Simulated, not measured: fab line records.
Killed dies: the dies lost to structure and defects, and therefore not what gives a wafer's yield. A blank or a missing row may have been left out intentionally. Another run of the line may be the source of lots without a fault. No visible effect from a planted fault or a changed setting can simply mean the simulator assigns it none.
fab line records	flow gf180mcu
record: lots: 15	wafers: 45	lastDay: 34
route steps=602 shown NWELL@52 VT_IMPLANT@130 DUAL_GATE@149 POLY_GATE@174
lots that met no fault: from a run of the same line without faults
startH: the number of hours between the record's first day and the start of the first shown wafer of the lot	waitH: time in hours since the lot's previous step	" identical to the entry in the row above	L1.1+2: a row that stands for several wafers	- either no value or no given start	* or withheld: withheld	< > ~ a bound
route shown NAME@n: names a module that has steps shown in the file, with the first one's number in the route	usual: average and standard deviation across the fault-free wafers	same: alike in all rows	chamber/n: place in a boat	sites: readings site by site	_std_site: the standard deviation of these	_edge_site: the outer-site mean with the inner-site mean subtracted	radiusMm: for every site, how far away it sits from the centre of the wafer	mask NAME#n: copy n	behind: tool/chamber where the wafer was last shaped	hold: why the lot went on hold/how many hours it stayed there/how the hold came to an end	device: whichever transistor did not switch (one of n, p or np)	end of line: the route-end tests of the same wafers	for a step that has no rows: nothing shown but its recipe	killed: the dies lost at the first sort to structure and to defects; this is not the yield of the wafer	map: the dies of a wafer, with x for killed, . for not killed, _ for no die there
set.NAME: the setting that was run; set.NAME@STEP: the one run at that earlier step	model.NAME: the simulator's own value behind a step, which no gauge read
route steps across a sampled set of lots; one table per step, one row per wafer
services: the hour from which a tool's chamber was out of use, counted from the record's first day as startH (under 0 if before that day), plus the number of hours and why
== steps ==
step: GF_NWELL_STRIP_10
recipe: chemistry: O2/N2	powerW: 1400	pressureMtorr: 1500	platenTempC: 250	o2FlowSccm: 3000	n2FlowSccm: 300	overashFraction: 0.5
usual: drypumpMotorCurrentA: 5.6/0.37	heaterPowerW: 311/46	o2FlowSccm: 3000/8	oesProductAu: 0.722/0.0043	platenTempC: 249.99/0.18	stripTimeToEndpointS: 36.98/0.084
lot.wafer	tool	chamber	startH	waitH	drypumpMotorCurrentA	heaterPowerW	o2FlowSccm	oesProductAu	platenTempC	rfHoursCounterH	stripTimeToEndpointS
L389.1	plasmaAsher-02	1	58.09	0.1	5.0	246	3002	0.722	250.10	42	36.98
L389.2	"	0	"	"	5.6	279	2986	0.727	250.21	42	37.03
L389.4	"	0	"	"	5.6	280	2991	0.719	249.80	-	36.97
L390.1	plasmaAsher-04	0	61.43	0.1	5.9	304	2996	0.723	250.15	41	37.06
L390.4	"	1	"	"	5.8	371	2998	0.728	250.10	-	37.03
L390.6	"	1	"	"	5.9	365	3006	0.729	250.00	-	36.99
L391.1	plasmaAsher-01	1	67.13	0.1	5.3	380	2997	0.722	249.92	26	37.13
L391.2	"	0	"	"	6.0	294	3011	0.722	249.86	26	37.01
L391.4	"	1	"	"	5.3	383	2992	0.721	250.26	-	37.08
L393.2	plasmaAsher-04	1	75.93	0.1	5.9	357	2996	0.721	249.99	42	36.99
L393.4	"	0	"	"	5.9	303	3001	0.723	249.94	-	37.04
L393.5	"	0	"	"	5.9	297	2991	0.723	250.11	-	37.09
L394.3	plasmaAsher-01	1	83.43	0.1	5.4	376	2996	0.720	250.16	-	37.07
L394.4	"	0	"	"	6.0	292	3003	0.721	250.06	-	36.91
L394.5	"	0	"	"	6.0	290	2990	0.724	249.93	-	37.11
L395.4	plasmaAsher-02	0	87.63	0.1	5.6	280	3003	0.729	250.41	-	37.01
L395.5	"	1	"	"	5.0	248	2999	0.720	250.10	-	37.00
L395.6	"	0	"	"	5.6	280	3012	0.721	250.30	-	37.01
L396.4	plasmaAsher-01	0	92.08	0.1	6.0	294	3008	0.719	249.76	-	37.11
L396.5	"	0	"	"	6.0	296	3003	0.727	250.06	-	37.16
L396.6	"	1	"	"	5.4	378	2985	0.717	249.87	-	37.14
L400.2	plasmaAsher-01	0	119.45	0.1	6.0	293	2999	0.715	249.78	31	37.00
L400.3	"	0	"	"	6.0	303	3008	0.726	249.72	-	36.99
L400.4	"	1	"	"	5.3	371	3001	0.720	249.57	-	36.94
L404.1	plasmaAsher-01	0	139.50	0.1	6.0	291	3013	0.727	250.16	33	36.95
L404.2	"	1	"	"	5.3	372	3002	0.728	250.01	33	36.95
L404.4	"	1	"	"	5.3	374	3003	0.720	249.86	-	36.88
L406.3	plasmaAsher-02	0	149.11	0.1	5.7	276	2997	0.723	250.19	-	36.95
L406.5	"	0	"	"	5.6	278	2994	0.717	250.08	-	37.02
L406.6	"	1	"	"	5.0	251	3001	0.723	249.96	-	36.99
L407.1	plasmaAsher-02	0	153.49	0.1	5.7	277	3002	0.730	250.33	52	37.13
L407.2	"	1	"	"	4.9	251	3010	0.727	249.92	52	37.02
L407.3	"	1	"	"	4.9	249	3000	0.719	249.85	-	37.14
L409.1	plasmaAsher-04	1	165.54	0.1	5.9	360	2990	0.724	250.04	3	36.98
L409.4	"	1	"	"	5.9	362	2993	0.714	250.14	-	37.02
L409.5	"	0	"	"	5.9	296	3017	0.721	249.94	-	36.89
L410.1	plasmaAsher-01	0	172.29	0.1	6.0	283	3011	0.728	250.10	37	36.94
L410.2	"	1	"	"	5.3	376	2998	0.719	250.19	37	37.09
L410.6	"	1	"	"	5.3	372	2992	0.716	250.16	-	36.90
L411.2	plasmaAsher-04	0	176.69	0.1	5.9	298	2993	0.720	249.94	5	36.88
L411.3	"	0	"	"	5.9	298	3003	0.729	249.78	-	37.01
L411.4	"	1	"	"	5.9	353	2993	0.715	249.93	-	36.89
L412.1	plasmaAsher-01	1	184.29	0.1	5.4	370	3016	0.718	249.88	38	36.87
L412.3	"	0	"	"	6.0	293	2997	0.728	250.25	-	36.97
L412.4	"	1	"	"	5.3	372	3013	0.721	249.55	-	36.87
step: GF_VT_IMPLANT_OVL_MEAS_40
usual: VT_IMPLANT_03_OVL: -0.3/1.5
lot.wafer	tool	chamber	startH	waitH	VT_IMPLANT_03_OVL[nm]
L389.1	overlay-01	-	157.96	0.1	-3.2
L389.2	"	-	"	"	-1.4
L389.4	"	-	"	"	-0.4
L390.1	overlay-01	-	163.21	0.1	-0.8
L390.4	"	-	"	"	-0.7
L390.6	"	-	"	"	-0.2
L391.1	overlay-01	-	167.56	0.1	0.4
L391.2	"	-	"	"	-0.3
L391.4	"	-	"	"	-0.9
L393.2	overlay-01	-	180.07	0.1	-0.6
L393.4	"	-	"	"	-1.5
L393.5	"	-	"	"	-0.6
L394.3	overlay-01	-	188.67	0.1	2.0
L394.4	"	-	"	"	1.7
L394.5	"	-	"	"	0.8
L395.4	overlay-01	-	194.53	0.1	1.4
L395.5	"	-	"	"	0.2
L395.6	"	-	"	"	0.1
L396.4	overlay-02	-	202.36	0.1	-2.2
L396.5	"	-	"	"	-0.4
L396.6	"	-	"	"	-0.6
L400.2	overlay-02	-	236.00	0.1	0.2
L400.3	"	-	"	"	-1.0
L400.4	"	-	"	"	-1.0
L404.1	overlay-01	-	259.41	0.1	1.2
L404.2	"	-	"	"	1.1
L404.4	"	-	"	"	2.0
L406.3	overlay-01	-	273.31	0.1	0.8
L406.5	"	-	"	"	0.2
L406.6	"	-	"	"	1.3
L407.1	overlay-02	-	277.76	0.1	0.0
L407.2	"	-	"	"	0.3
L407.3	"	-	"	"	1.2
L409.1	overlay-02	-	291.64	0.1	-1.7
L409.4	"	-	"	"	-0.4
L409.5	"	-	"	"	-0.2
L410.1	overlay-01	-	299.86	0.1	-1.8
L410.2	"	-	"	"	-1.2
L410.6	"	-	"	"	0.3
L411.2	overlay-02	-	307.31	0.1	1.3
L411.3	"	-	"	"	0.8
L411.4	"	-	"	"	1.2
L412.1	overlay-01	-	316.84	0.1	0.4
L412.3	"	-	"	"	-0.3
L412.4	"	-	"	"	1.1
step: GF_DUAL_GATE_EXPOSE_08
recipe: maskId: Dualgate	targetCdNm: 700	na: 0.6	sourceShape: conventional	sigmaOuter: 0.6	doseMj: 140
usual: exposureDoseMJCm2: 140.01/0.14	focusOffsetNm: 0.0/0.59
lot.wafer	tool	chamber	startH	waitH	mask	exposureDoseMJCm2	focusOffsetNm
L389.1	ilineStepper-02	0	168.65	-	Dualgate#0	139.61	-0.6
L389.2	"	0	"	"	Dualgate#0	139.92	0.1
L389.4	"	0	"	"	Dualgate#0	139.84	-0.3
L390.1	ilineStepper-02	0	175.00	-	Dualgate#0	139.81	-0.3
L390.4	"	0	"	"	Dualgate#0	139.67	-0.7
L390.6	"	0	"	"	Dualgate#0	139.90	-0.2
L391.1	ilineStepper-01	0	178.33	-	Dualgate#0	140.01	0.6
L391.2	"	0	"	"	Dualgate#0	139.78	0.2
L391.4	"	0	"	"	Dualgate#0	139.73	0.5
L393.2	ilineStepper-01	0	191.62	-	Dualgate#0	140.04	0.4
L393.4	"	0	"	"	Dualgate#0	139.95	-0.3
L393.5	"	0	"	"	Dualgate#0	139.99	-0.5
L394.3	ilineStepper-01	-	199.74	-	Dualgate#0	-	-
L394.4	"	-	"	"	Dualgate#0	-	-
L394.5	"	-	"	"	Dualgate#0	-	-
L395.4	ilineStepper-02	-	206.54	-	Dualgate#0	-	-
L395.5	"	-	"	"	Dualgate#0	-	-
L395.6	"	-	"	"	Dualgate#0	-	-
L396.4	ilineStepper-02	-	213.61	-	Dualgate#0	-	-
L396.5	"	-	"	"	Dualgate#0	-	-
L396.6	"	-	"	"	Dualgate#0	-	-
L400.2	ilineStepper-01	0	247.83	-	Dualgate#0	139.97	-0.2
L400.3	"	0	"	"	Dualgate#0	140.26	-0.9
L400.4	"	0	"	"	Dualgate#0	140.15	0.5
L404.1	ilineStepper-01	0	272.21	-	Dualgate#0	139.86	0.1
L404.2	"	0	"	"	Dualgate#0	139.92	0.7
L404.4	"	0	"	"	Dualgate#0	139.96	-0.3
L406.3	ilineStepper-02	0	285.57	-	Dualgate#0	139.94	-0.4
L406.5	"	0	"	"	Dualgate#0	140.12	-0.7
L406.6	"	0	"	"	Dualgate#0	140.07	-0.3
L407.1	ilineStepper-01	0	289.85	-	Dualgate#0	139.89	0.4
L407.2	"	0	"	"	Dualgate#0	139.88	-0.7
L407.3	"	0	"	"	Dualgate#0	139.85	0.8
L409.1	ilineStepper-02	0	305.35	-	Dualgate#0	139.98	-0.4
L409.4	"	0	"	"	Dualgate#0	140.02	-0.4
L409.5	"	0	"	"	Dualgate#0	139.93	-0.4
L410.1	ilineStepper-02	0	314.05	-	Dualgate#0	140.20	1.7
L410.2	"	0	"	"	Dualgate#0	139.97	1.2
L410.6	"	0	"	"	Dualgate#0	140.12	0.4
L411.2	ilineStepper-01	0	320.59	-	Dualgate#0	139.96	-0.2
L411.3	"	0	"	"	Dualgate#0	140.16	-0.2
L411.4	"	0	"	"	Dualgate#0	140.13	0.0
L412.1	ilineStepper-01	0	330.10	-	Dualgate#0	140.18	1.1
L412.3	"	0	"	"	Dualgate#0	140.08	0.5
L412.4	"	0	"	"	Dualgate#0	140.14	0.3
step: GF_POLY_GATE_THK_MEAS_17
recipe: reads: SiO2_of_POLY_GATE_OXIDATION_16
usual: POLY_GATE_OXIDATION_THK: 3.96/0.074
lot.wafer	tool	chamber	startH	waitH	POLY_GATE_OXIDATION_THK[nm]
L389.1	filmMetro-02	-	199.44	0.0	3.99
L389.2	"	-	"	"	4.00
L389.4	"	-	"	"	4.07
L390.1	filmMetro-02	-	204.82	0.0	3.97
L390.4	"	-	"	"	4.08
L390.6	"	-	"	"	4.02
L391.1	filmMetro-01	-	209.37	0.0	4.07
L391.2	"	-	"	"	4.10
L391.4	"	-	"	"	4.19
L393.2	filmMetro-02	-	224.02	0.0	4.04
L393.4	"	-	"	"	3.92
L393.5	"	-	"	"	4.04
L400.2	filmMetro-02	-	281.67	0.0	3.88
L400.3	"	-	"	"	3.93
L400.4	"	-	"	"	3.89
L404.1	filmMetro-04	-	309.70	0.0	3.91
L404.2	"	-	"	"	3.92
L404.4	"	-	"	"	3.93
L406.3	filmMetro-02	-	322.77	0.0	3.95
L406.5	"	-	"	"	4.00
L406.6	"	-	"	"	3.92
L407.1	filmMetro-01	-	328.14	0.0	4.00
L407.2	"	-	"	"	3.84
L407.3	"	-	"	"	3.95
L409.1	filmMetro-04	-	348.81	0.0	4.01
L409.4	"	-	"	"	3.95
L409.5	"	-	"	"	3.98
L410.1	filmMetro-04	-	356.97	0.0	3.99
L410.2	"	-	"	"	3.89
L410.6	"	-	"	"	3.89
L411.2	filmMetro-02	-	366.65	0.0	4.01
L411.3	"	-	"	"	3.93
L411.4	"	-	"	"	3.95
L412.1	filmMetro-02	-	374.94	0.0	3.99
L412.3	"	-	"	"	3.94
L412.4	"	-	"	"	4.03
== services ==
tool	chamber	startH	hours	kind
ilineStepper-02	0	35.94	-	calibration
ilineStepper-01	0	57.78	-	calibration
plasmaAsher-01	-	63.49	0.5	repair
ilineStepper-02	-	106.22	1.7	pm
plasmaAsher-04	-	108.82	9.0	pm
plasmaAsher-04	0	108.82	9.0	ventCycle
plasmaAsher-04	1	108.82	9.0	ventCycle
plasmaAsher-04	0	117.82	-	clean
plasmaAsher-04	1	117.82	-	clean
ilineStepper-01	-	122.43	1.7	pm
plasmaAsher-04	-	137.06	3.3	repair
plasmaAsher-04	-	141.22	14.1	repair
ilineStepper-02	-	143.04	4.4	pm
ilineStepper-01	-	179.55	2.1	pm
ilineStepper-01	-	181.63	-	consumableReplace:lamp
plasmaAsher-01	-	220.52	2.8	pm
plasmaAsher-04	-	236.69	1.8	repair
ilineStepper-02	0	253.31	-	calibration
plasmaAsher-01	-	276.55	0.3	repair
ilineStepper-01	0	284.30	-	calibration
plasmaAsher-04	-	307.83	23.5	repair
ilineStepper-02	-	324.40	1.7	pm
== key ==
firstSign: step: GF_DUAL_GATE_EXPOSE_08	reading: toolRecord	direction: missing
effect none on later readings
metAt GF_DUAL_GATE_EXPOSE_08
struckLots L394,L395,L396
laterRowsLeftOut L394.3,L394.4,L394.5,L395.4,L395.5,L395.6,L396.4,L396.5,L396.6
sortLeftOut L394.3,L394.4,L394.5,L395.4,L395.5,L395.6,L396.4,L396.5,L396.6
testerLeftOut L394,L395,L396
notActingAt GF_NWELL_STRIP_10,GF_VT_IMPLANT_OVL_MEAS_40,GF_POLY_GATE_THK_MEAS_17
onsetBetween 191.62 199.74
fault: kind: skippedStepWhole	tool: ilineStepper-01,ilineStepper-02	chamber: -	onsetH: 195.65	steps: GF_DUAL_GATE_EXPOSE_08	scope: struckLotsOnly
testerLeftOut: of these lots the tester's yield and bins aren't shown, on N5 and GAA mostly nor the transistor test; their killed dies are dies lost to structure and defects alone, not to doping, threshold or leakage, so they don't give the yield
sortLeftOut: the simulated sort isn't trusted on such a fault, so these wafers' sort isn't shown, and their yield isn't known
laterRowsLeftOut: the simulator's readings of these wafers behind a module that went badly wrong aren't trusted and aren't shown, but for the sort
